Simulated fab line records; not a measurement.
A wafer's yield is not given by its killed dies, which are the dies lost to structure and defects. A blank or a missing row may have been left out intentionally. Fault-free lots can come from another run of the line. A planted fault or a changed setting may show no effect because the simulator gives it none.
Chamber matching | flow sky130 | 4 sister chambers for SKY_FIELD_ISO_ETCH_14 on rieDiel-01
The step etches BARC in N2/H2, stops on SiO2, time 45.9 s, target depth 60 nm. 8 wafers are shown with their chamber, then 9 later ones without.

## WAFERS, EACH WITH ITS CHAMBER
wafer  | chamber | oesProductAu (a.u.) | throttleValvePct (%)
L082.4 | 2       | 0.853               | 13.230
L082.5 | 3       | 0.853               | 13.227
L087.3 | 0       | 0.853               | 13.234
L087.4 | 1       | 0.852               | 13.222
L087.6 | 3       | 0.849               | 13.215
L090.1 | 1       | 0.847               | 13.217
L090.2 | 0       | 0.850               | 13.217
L090.6 | 2       | 0.857               | 13.226

## WAFERS MISSING THEIR CHAMBER
wafer  | oesProductAu (a.u.) | throttleValvePct (%)
L092.1 | 0.851               | 13.225
L092.4 | 0.852               | 13.234
L092.6 | 0.847               | 13.225
L093.1 | 0.860               | 13.226
L093.2 | 0.848               | 13.232
L093.4 | 0.856               | 13.234
L094.2 | 0.861               | 13.216
L094.3 | 0.850               | 13.205
L094.4 | 0.861               | 13.227

## CHAMBER TAKEN BY EACH
wafer  | from the rows above               | in truth
L092.1 | can't be placed: 0 or 3 or 1 or 2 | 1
L092.4 | can't be placed: 0 or 2 or 3 or 1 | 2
L092.6 | can't be placed: 1 or 3 or 0 or 2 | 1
L093.1 | can't be placed: 2 or 0 or 3 or 1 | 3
L093.2 | can't be placed: 0 or 1 or 3 or 2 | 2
L093.4 | can't be placed: 2 or 0 or 3      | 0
L094.2 | can't be placed: 2 or 0 or 3 or 1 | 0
L094.3 | can't be placed: 1 or 3 or 0 or 2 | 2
L094.4 | can't be placed: 2 or 0 or 3      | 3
0 of 9 placed correctly. Can't be placed from these rows: 9 (the true chamber is among the candidates in 9). Wrongly placed: 0.
How it was worked out, from the rows above alone: a wafer's distance from a chamber is the root of the sum, over the readings, of the square of ((its reading less the chamber's mean) divided by the reading's scatter). The wafer belongs to the nearest chamber; if the next one is less than 2 further off, it can't be placed. The mean given for a chamber averages the wafers shown for that chamber. The scatter: take each reading less its chamber's mean, square it, sum over the shown wafers, divide by the number of wafers less the number of chambers, and take the root.
